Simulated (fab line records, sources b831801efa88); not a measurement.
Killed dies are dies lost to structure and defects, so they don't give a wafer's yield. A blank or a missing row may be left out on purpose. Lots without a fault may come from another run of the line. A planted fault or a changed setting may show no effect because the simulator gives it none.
Chamber matching | flow sky130 | SKY_POLY_GATE_ETCH_16 on rie_diel-04: 4 sister chambers
The step etches Si3N4 in CH3F/O2, stops on poly-Si, time 147.5 s, target depth 75 nm. 18 wafers are shown with their chamber, then 9 later ones without.

WAFERS WITH THEIR CHAMBER
wafer  | chamber | drypump_motor_current_A (A) | oes_product_au (a.u.) | throttle_valve_pct (%)
L076.3 | 1       | 6.3                         | 0.644                 | 10.550
L076.4 | 3       | 6.0                         | 0.635                 | 10.542
L076.5 | 0       | 5.3                         | 0.639                 | 10.536
L077.2 | 1       | 6.3                         | 0.640                 | 10.551
L077.3 | 3       | 5.9                         | 0.639                 | 10.542
L077.6 | 2       | 5.6                         | 0.648                 | 10.529
L078.3 | 2       | 5.7                         | 0.644                 | 10.523
L078.4 | 0       | 5.3                         | 0.638                 | 10.535
L078.5 | 2       | 5.7                         | 0.645                 | 10.527
L081.1 | 1       | 6.3                         | 0.631                 | 10.522
L081.3 | 2       | 5.6                         | 0.641                 | 10.542
L081.6 | 2       | 5.6                         | 0.636                 | 10.532
L083.1 | 2       | 5.6                         | 0.648                 | 10.525
L083.2 | 3       | 6.0                         | 0.638                 | 10.535
L083.3 | 0       | 5.3                         | 0.630                 | 10.541
L083.4 | 1       | 6.4                         | 0.629                 | 10.533
L083.5 | 2       | 5.7                         | 0.634                 | 10.540
L083.6 | 3       | 6.0                         | 0.637                 | 10.525

SIGNATURES (means of the wafers above)
reading                 | chamber 0 | chamber 1 | chamber 2 | chamber 3 | scatter within a chamber
drypump_motor_current_A | 5.300     | 6.325     | 5.643     | 5.975     | 0.0479
oes_product_au          | 0.63567   | 0.63600   | 0.64229   | 0.63725   | 0.00532
throttle_valve_pct      | 10.53733  | 10.53900  | 10.53114  | 10.53600  | 0.00897
Rule: a wafer's distance from a chamber is the root of the sum, over the readings, of the square of ((its reading less the chamber's mean) divided by the reading's scatter). The wafer belongs to the nearest chamber; if the next one is less than 2 further off, it can't be placed. The scatter: the root of (the sum of the squares of (reading less its chamber's mean) over the shown wafers, divided by (wafers less chambers)).

WAFERS WITHOUT THEIR CHAMBER
wafer  | drypump_motor_current_A (A) | oes_product_au (a.u.) | throttle_valve_pct (%)
L086.1 | 5.9                         | 0.645                 | 10.528
L086.2 | 5.7                         | 0.643                 | 10.549
L086.5 | 5.9                         | 0.634                 | 10.534
L087.2 | 6.3                         | 0.637                 | 10.542
L087.4 | 6.3                         | 0.641                 | 10.531
L087.5 | 5.7                         | 0.631                 | 10.534
L095.1 | 5.7                         | 0.639                 | 10.525
L095.4 | 6.0                         | 0.635                 | 10.544
L095.6 | 5.6                         | 0.637                 | 10.542

WHICH CHAMBER EACH WENT THROUGH
wafer  | from the rows above | in truth
L086.1 | 3                   | 3
L086.2 | 2                   | 2
L086.5 | 3                   | 3
L087.2 | 1                   | 1
L087.4 | 1                   | 1
L087.5 | 2                   | 2
L095.1 | 2                   | 2
L095.4 | 3                   | 3
L095.6 | 2                   | 2
Placed correctly: 9 of 9. Can't be placed from these rows: 0. Placed wrongly: 0.
